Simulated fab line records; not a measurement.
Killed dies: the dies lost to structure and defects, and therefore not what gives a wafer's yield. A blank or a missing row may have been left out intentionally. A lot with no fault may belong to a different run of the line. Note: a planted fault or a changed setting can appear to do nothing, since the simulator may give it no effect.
A lot that was struck, set against a sound lot -- flow sky130 -- 16 out of 708 route steps
Sound: the wafers L212.2, L212.5, L212.6. The struck wafers were L216.4, L216.5, L216.6. The cause is named last.
At each step with rows: each side's tool, then ch and its chambers, then its first start. Under that, the readings that differ: sound wafers -- struck wafers -- difference of the means -- sigmas: that difference in standard deviations of wafers without a fault.
alike: same words and numbers on both sides, and readings whose means sit less than 2 such deviations apart. not compared: any withheld reading, any reading some wafer has no value for, any bound like >300 that may hide the same value, and any number with overlapping values for which the record gives no deviation.
A row with sigmas, a row that says differs or no value, or rows on one side alone: a step with any of these is where the two part. Numbers that have no deviation but don't overlap get no sigmas and don't part them. A reading missing from all wafers of one side parts the sides only when that side holds two or more wafers.

first, 1 step without rows for these wafers: SKY_LDD_N_IMPLANT_15.
SKY_LDD_N_STRIP_16: strips in O2/N2.
  sound on plasma_asher-02 ch 0,1, day 22 10:53; struck on plasma_asher-03 ch 0,1, day 23 16:55
  alike: drypump_motor_current_A, o2_flow_sccm, oes_product_au, strip_time_to_endpoint_s
  not compared: rf_hours_counter_h
SKY_LDD_N_TW_MEAS_17:
  sound on film_metro-04 at day 22 11:00; struck on film_metro-02 at day 23 17:01
  alike: LDD_N_TW
then, 7 steps without rows for these wafers: SKY_LDD_P_DEHYDRATE_00 (time 60 s); SKY_LDD_P_HMDS_01 (prime time 60 s); SKY_LDD_P_COAT_02 (resist thk 1140 nm); SKY_LDD_P_SOFTBAKE_03 (time 60 s); SKY_LDD_P_EXPOSE_04 (exposes mask PSDM, target cd 380 nm); SKY_LDD_P_PEB_05; SKY_LDD_P_DEVELOP_06 (develop time 60 s).
SKY_LDD_P_CD_MEAS_07: the cd target is 380 nm.
  sound on cd_sem-01 at day 23 16:35; struck on cd_sem-01 at day 24 22:34
  alike: cd_nm
SKY_LDD_P_OVL_MEAS_08:
  sound on overlay-02 at day 23 16:42; struck on overlay-02 at day 24 22:38
  alike: LDD_P_OVL
SKY_LDD_P_IMPLANT_09:
  sound on implanter-03 ch 0, day 23 16:45; struck on implanter-03 ch 0, day 24 22:44
SKY_LDD_P_STRIP_10: strips in O2/N2.
  sound on plasma_asher-02 ch 0,1, day 23 16:53; struck on plasma_asher-04 ch 0,1, day 24 22:50
  alike: drypump_motor_current_A, o2_flow_sccm, oes_product_au, strip_time_to_endpoint_s
  not compared: rf_hours_counter_h
SKY_LDD_P_TW_MEAS_11:
  sound on film_metro-03 at day 23 16:59; struck on film_metro-03 at day 24 23:10
reading,sound,struck,difference,sigmas
LDD_P_TW,638 634 638,563 561 560,-75,-24
  not compared: hold
-- the record jumps here: 25 days lie between the struck wafers' starts before and after (it left off in module LDD_P and takes up again in module PAD_OPEN, whose first step shown is number 708 of the route) --
SKY_PAD_OPEN_PROBE_99:
  sound on prober-02 at day 48 18:19; struck on prober-02 at day 49 15:22
reading,sound,struck,difference,sigmas
model.etest.tip_p.rs_ohm_sq_range,111.1 136.2 160.2,6262 5904 6154,+5971,
model.etest.tip_p.rs_ohm_sq,6910 6901 6913,1.246e+04 1.254e+04 1.256e+04,+5.612e+03,
model.etest.tip_p.rs_ohm_sq_rim_less_centre,-25.7 -49.05 -32.03,-2613 -2951 -3234,-2897,
model.etest.pfet_01v8.r_on_ohm_um,2797 2873 2862,3123 3130 3131,+284,
model.etest.pfet_01v8.drive_ua_um,198.7 194.9 194.8,173.8 174.2 174.7,-21.9,
model.etest.pfet_01v8_hvt.drive_ua_um,150.2 146 145.3,129.8 128.8 129.6,-17.8,
model.etest.sram_pfet_latch.drive_ua_um,143.1 151.6 146.5,123.8 125.4 127.1,-21.6,
model.etest.pfet_01v8.drive_ua_um_range,5.514 7.197 6.893,15.09 14.22 11.65,+7.12,
  alike: killed_at_M0_to_M3, killed_at_M4_up, killed_at_contacts, killed_at_front_end, killed_at_other, killed_dies, killed_open, killed_short

## WHERE THEY PART
At SKY_LDD_P_TW_MEAS_11 and nowhere else, as far as this record goes. Later steps at which nothing parts them and some readings are alike: SKY_PAD_OPEN_PROBE_99.

WHY: what the simulator had put in
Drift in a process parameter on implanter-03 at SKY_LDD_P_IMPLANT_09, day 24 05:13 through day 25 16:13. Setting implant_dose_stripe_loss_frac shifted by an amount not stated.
